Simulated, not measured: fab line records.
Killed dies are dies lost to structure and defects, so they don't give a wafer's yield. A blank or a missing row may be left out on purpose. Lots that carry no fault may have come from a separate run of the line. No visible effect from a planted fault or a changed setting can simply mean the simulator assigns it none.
Which tool did it? | flow gf180mcu | 24 lots, 72 wafers sampled, at 6 steps of a route of 602

WHAT EACH GAUGE READ, for each wafer
GF_M4_RS_MEAS_05: the measuring method here is four-point-probe.
lot  | measured     | on            | M4_ALCU_RS (ohm/sq)
L074 | day 23 03:21 | film metro-02 | 0.0693 0.0702 0.0706
L075 | day 23 04:02 | film metro-03 | 0.0699 0.0688 0.0695
L076 | day 23 08:44 | film metro-03 | 0.0683 0.0683 0.0693
L077 | day 23 15:40 | film metro-03 | 0.0697 0.0705 0.0699
L078 | day 23 20:14 | film metro-02 | 0.0690 0.0700 0.0706
L079 | day 24 17:32 | film metro-03 | 0.0688 0.0690 0.0704
L080 | day 25 04:09 | film metro-02 | 0.0693 0.0687 0.0689
L081 | day 25 04:35 | film metro-03 | 0.0712 0.0713 0.0713
L082 | day 25 07:04 | film metro-04 | 0.0702 0.0692 0.0691
L083 | day 25 18:12 | film metro-03 | 0.0683 0.0686 0.0686
L084 | day 26 11:19 | film metro-04 | 0.0685 0.0684 0.0684
L085 | day 26 17:37 | film metro-02 | 0.0693 0.0690 0.0691
L086 | day 26 20:58 | film metro-03 | 0.0681 0.0697 0.0690
L087 | day 27 01:36 | film metro-04 | 0.0683 0.0690 0.0686
L088 | day 27 06:16 | film metro-02 | 0.0687 0.0690 0.0692
L090 | day 28 04:13 | film metro-02 | 0.0685 0.0688 0.0695
L089 | day 28 05:32 | film metro-04 | 0.0678 0.0683 0.0678
L091 | day 28 14:25 | film metro-03 | 0.0685 0.0693 0.0689
L092 | day 28 16:42 | film metro-04 | 0.0690 0.0700 0.0708
L093 | day 28 22:21 | film metro-03 | 0.0682 0.0680 0.0687
L094 | day 29 05:02 | film metro-02 | 0.0706 0.0707 0.0698
L095 | day 29 09:26 | film metro-03 | 0.0697 0.0705 0.0692
L096 | day 29 13:56 | film metro-03 | 0.0696 0.0690 0.0693
L097 | day 29 20:07 | film metro-04 | 0.0697 0.0693 0.0692

GF_V4_BOW_MEAS_05.
lot  | measured     | on            | V4_BOW (um)
L074 | day 24 02:50 | film metro-02 | 124 137 120
L075 | day 24 03:28 | film metro-04 | 145 141 138
L076 | day 24 08:59 | film metro-04 | 126 124 135
L077 | day 24 14:53 | film metro-02 | 128 126 134
L078 | day 24 20:23 | film metro-02 | 130 148 141
L079 | day 25 16:20 | film metro-01 | 131 134 128
L080 | day 26 02:37 | film metro-02 | 140 140 129
L081 | day 26 02:55 | film metro-01 | 125 133 143
L082 | day 26 05:38 | film metro-04 | 117 120 130
L083 | day 26 16:48 | film metro-04 | 131 123 132
L084 | day 27 09:17 | film metro-01 | 151 147 151
L085 | day 27 15:24 | film metro-01 | 117 120 110
L086 | day 27 17:53 | film metro-04 | 129 136 121
L087 | day 27 23:17 | film metro-02 | 121 130 126
L088 | day 28 03:19 | film metro-04 | 144 134 148
L090 | day 29 00:50 | film metro-01 | 125 129 133
L089 | day 29 01:46 | film metro-01 | 138 138 127
L091 | day 29 10:42 | film metro-01 | 135 124 137
L092 | day 29 13:18 | film metro-01 | 134 138 129
L093 | day 29 19:19 | film metro-02 | 131 144 135
L094 | day 30 01:32 | film metro-02 | 124 142 123
L095 | day 30 05:20 | film metro-02 | 134 140 127
L096 | day 30 09:40 | film metro-04 | 128 136 123
L097 | day 30 15:38 | film metro-01 | 131 144 149

GF_MIM_RS_MEAS_10: the measuring method here is four-point-probe.
lot  | measured     | on            | MIM_ALCU_RS (ohm/sq)
L074 | day 25 02:56 | film metro-03 | 0.1641 0.1625 0.1639
L075 | day 25 03:40 | film metro-03 | 0.1579 0.1606 0.1592
L076 | day 25 09:01 | film metro-01 | 0.1632 0.1613 0.1626
L077 | day 25 14:25 | film metro-03 | 0.1602 0.1617 0.1634
L078 | day 25 19:49 | film metro-01 | 0.1582 0.1592 0.1612
L079 | day 26 15:18 | film metro-02 | 0.1601 0.1613 0.1605
L080 | day 27 01:22 | film metro-03 | 0.1595 0.1624 0.1600
L081 | day 27 01:55 | film metro-02 | 0.1598 0.1615 0.1623
L082 | day 27 04:10 | film metro-03 | 0.1599 0.1585 0.1577
L083 | day 27 15:27 | film metro-03 | 0.1609 0.1610 0.1601
L084 | day 28 07:27 | film metro-03 | 0.1581 0.1601 0.1603
L085 | day 28 15:40 | film metro-01 | 0.1603 0.1603 0.1598
L086 | day 28 16:04 | film metro-03 | 0.1573 0.1587 0.1571
L087 | day 28 20:27 | film metro-02 | 0.1595 0.1605 0.1598
L088 | day 29 00:26 | film metro-02 | 0.1576 0.1578 0.1582
L090 | day 29 22:38 | film metro-03 | 0.1608 0.1598 0.1624
L089 | day 29 23:44 | film metro-01 | 0.1609 0.1615 0.1617
L091 | day 30 07:52 | film metro-01 | 0.1588 0.1588 0.1577
L092 | day 30 09:55 | film metro-02 | 0.1621 0.1623 0.1619
L093 | day 30 15:02 | film metro-02 | 0.1614 0.1618 0.1626
L094 | day 30 22:11 | film metro-01 | 0.1589 0.1570 0.1578
L095 | day 31 00:58 | film metro-01 | 0.1609 0.1597 0.1604
L096 | day 31 06:14 | film metro-03 | 0.1630 0.1602 0.1623
L097 | day 31 11:39 | film metro-03 | 0.1590 0.1581 0.1578

GF_PASSIVATION_BOW_MEAS_14.
lot  | measured     | on            | PASSIVATION_BOW (um)
L074 | day 29 16:00 | film metro-04 | 121 131 119
L075 | day 29 15:59 | film metro-02 | 151 149 146
L076 | day 29 19:59 | film metro-02 | 121 117 130
L077 | day 30 00:28 | film metro-02 | 129 127 134
L078 | day 30 05:20 | film metro-04 | 130 149 145
L079 | day 30 21:48 | film metro-01 | 136 141 135
L080 | day 31 07:15 | film metro-01 | 140 139 131
L081 | day 31 08:07 | film metro-02 | 126 130 141
L082 | day 31 09:49 | film metro-01 | 117 118 128
L083 | day 31 19:41 | film metro-02 | 144 133 144
L084 | day 32 09:22 | film metro-01 | 142 140 145
L085 | day 32 15:44 | film metro-04 | 115 119 108
L086 | day 32 18:04 | film metro-01 | 136 145 129
L087 | day 32 20:57 | film metro-04 | 119 129 126
L088 | day 33 00:05 | film metro-02 | 145 136 150
L090 | day 33 19:21 | film metro-04 | 121 128 132
L089 | day 33 20:17 | film metro-04 | 147 147 138
L091 | day 34 02:55 | film metro-02 | 147 139 152
L092 | day 34 05:11 | film metro-04 | 137 140 133
L093 | day 34 08:03 | film metro-04 | 138 155 144
L094 | day 34 13:14 | film metro-04 | 130 146 131
L095 | day 34 18:11 | film metro-04 | 132 138 126
L096 | day 34 21:05 | film metro-04 | 123 130 118
L097 | day 35 01:41 | film metro-04 | 126 140 145

EACH LOT AND THE TOOL THAT RAN IT (in order: tool; ch and the chambers of the sampled wafers; start)
lot  | GF_V4_ETCH_16                      | GF_MIM_SPUTTER_04
L074 | rie diel-04 ch 0,1,2, day 25 00:52 | pvd sputter-03, day 25 02:40
L075 | rie diel-03 ch 0,1,3, day 25 01:31 | pvd sputter-03, day 25 03:26
L076 | rie diel-01 ch 0,1,2, day 25 07:10 | pvd sputter-02, day 25 08:47
L077 | rie diel-01 ch 0,1,2, day 25 12:38 | pvd sputter-04, day 25 14:11
L078 | rie diel-01 ch 0,1, day 25 18:02   | pvd sputter-03, day 25 19:35
L079 | rie diel-01 ch 0,3, day 26 13:29   | pvd sputter-02, day 26 15:01
L080 | rie diel-01 ch 0,1,3, day 26 23:34 | pvd sputter-04, day 27 01:07
L081 | rie diel-04 ch 0,1,2, day 27 00:08 | pvd sputter-03, day 27 01:40
L082 | rie diel-04 ch 0,1, day 27 02:22   | pvd sputter-02, day 27 03:55
L083 | rie diel-04 ch 0,2,3, day 27 13:38 | pvd sputter-04, day 27 15:10
L084 | rie diel-03 ch 0,1, day 28 05:40   | pvd sputter-04, day 28 07:13
L085 | rie diel-04 ch 2,3, day 28 10:55   | pvd sputter-03, day 28 15:25
L086 | rie diel-03 ch 1,3, day 28 14:16   | pvd sputter-03, day 28 15:50
L087 | rie diel-04 ch 0,1, day 28 18:40   | pvd sputter-02, day 28 20:12
L088 | rie diel-03 ch 1,2,3, day 28 22:37 | pvd sputter-04, day 29 00:10
L090 | rie diel-04 ch 0,1,2, day 29 20:50 | pvd sputter-04, day 29 22:22
L089 | rie diel-01 ch 0,2,3, day 29 21:58 | pvd sputter-03, day 29 23:31
L091 | rie diel-01 ch 0,1, day 30 06:02   | pvd sputter-02, day 30 07:37
L092 | rie diel-03 ch 0,3, day 30 08:04   | pvd sputter-04, day 30 09:38
L093 | rie diel-04 ch 0,1,3, day 30 13:13 | pvd sputter-03, day 30 14:47
L094 | rie diel-03 ch 1,2,3, day 30 20:25 | pvd sputter-02, day 30 21:58
L095 | rie diel-01 ch 0,1,2, day 30 23:11 | pvd sputter-04, day 31 00:43
L096 | rie diel-01 ch 1,2,3, day 31 04:28 | pvd sputter-02, day 31 06:00
L097 | rie diel-03 ch 0,1,2, day 31 09:53 | pvd sputter-04, day 31 11:25
- GF_V4_ETCH_16: etches BARC in N2/H2.
- GF_MIM_SPUTTER_04: material TiN, target thk 50 nm, time 41.7 s.

WHAT THE TOOLS THEMSELVES READ (means of the sampled wafers that have a number; where no wafer has one, the mark that the record gives instead)
GF_V4_ETCH_16.
lot  | tool        | drypump motor current A (A) | oes product au (a.u.) | throttle valve pct (%)
L074 | rie diel-04 | 5.4                         | 0.857                 | 13.229
L075 | rie diel-03 | 5.8                         | 0.850                 | 13.225
L076 | rie diel-01 | 5.9                         | 0.851                 | 13.230
L077 | rie diel-01 | 5.9                         | 0.858                 | 13.222
L078 | rie diel-01 | 5.7                         | 0.855                 | 13.221
L079 | rie diel-01 | 5.8                         | 0.851                 | 13.222
L080 | rie diel-01 | 5.9                         | 0.857                 | 13.226
L081 | rie diel-04 | 5.4                         | 0.855                 | 13.232
L082 | rie diel-04 | 5.3                         | 0.855                 | 13.225
L083 | rie diel-04 | 5.6                         | 0.859                 | 13.226
L084 | rie diel-03 | 5.7                         | 0.849                 | 13.230
L085 | rie diel-04 | 5.8                         | 0.855                 | 13.224
L086 | rie diel-03 | 5.9                         | 0.851                 | 13.239
L087 | rie diel-04 | 5.4                         | 0.859                 | 13.226
L088 | rie diel-03 | 5.8                         | 0.852                 | 13.226
L090 | rie diel-04 | 5.4                         | 0.854                 | 13.214
L089 | rie diel-01 | 6.2                         | 0.856                 | 13.225
L091 | rie diel-01 | 5.7                         | 0.851                 | 13.225
L092 | rie diel-03 | 5.6                         | 0.853                 | 13.223
L093 | rie diel-04 | 5.6                         | 0.853                 | 13.223
L094 | rie diel-03 | 5.8                         | 0.860                 | 13.218
L095 | rie diel-01 | 5.9                         | 0.854                 | 13.212
L096 | rie diel-01 | 6.2                         | 0.855                 | 13.226
L097 | rie diel-03 | 5.8                         | 0.849                 | 13.231

GF_MIM_SPUTTER_04.
lot  | tool           | throttle valve pct (%)
L074 | pvd sputter-03 | 29.8
L075 | pvd sputter-03 | 30.0
L076 | pvd sputter-02 | 28.9
L077 | pvd sputter-04 | 30.3
L078 | pvd sputter-03 | 30.1
L079 | pvd sputter-02 | 29.3
L080 | pvd sputter-04 | 30.1
L081 | pvd sputter-03 | 30.4
L082 | pvd sputter-02 | 29.6
L083 | pvd sputter-04 | 30.1
L084 | pvd sputter-04 | 30.2
L085 | pvd sputter-03 | 29.7
L086 | pvd sputter-03 | 30.3
L087 | pvd sputter-02 | 29.7
L088 | pvd sputter-04 | 30.4
L090 | pvd sputter-04 | 30.0
L089 | pvd sputter-03 | 29.4
L091 | pvd sputter-02 | 29.3
L092 | pvd sputter-04 | 31.0
L093 | pvd sputter-03 | 30.2
L094 | pvd sputter-02 | 30.2
L095 | pvd sputter-04 | 30.2
L096 | pvd sputter-02 | 29.9
L097 | pvd sputter-04 | 29.6

THE ANSWER, worked out from the rows above alone
Rule: usual is defined by the lots themselves. The widest of any qualifying gaps counts: lots, ordered by their means at a reading, are off when they make up no more than a third of the lots, leave a main group of 4 or more, and stand apart from it by 3 or more times the standard deviation of that group's means. A main group whose means are all the same, to the digits that the tables above print for the reading, isn't used. A lot without any number at a reading at which 4 lots or more have one is off too. All remaining lots with rows at the step are treated as sound. After the gauges, taken in route order, come the tools' own readings; for these a lot's mean is taken, as printed above. At the first step where some lot is off, the reading lying furthest off is the one used; lots without a number count as furthest.
Nothing can be told from this: no lot is off at any reading shown.

WHAT THE SIMULATOR HAD PUT IN
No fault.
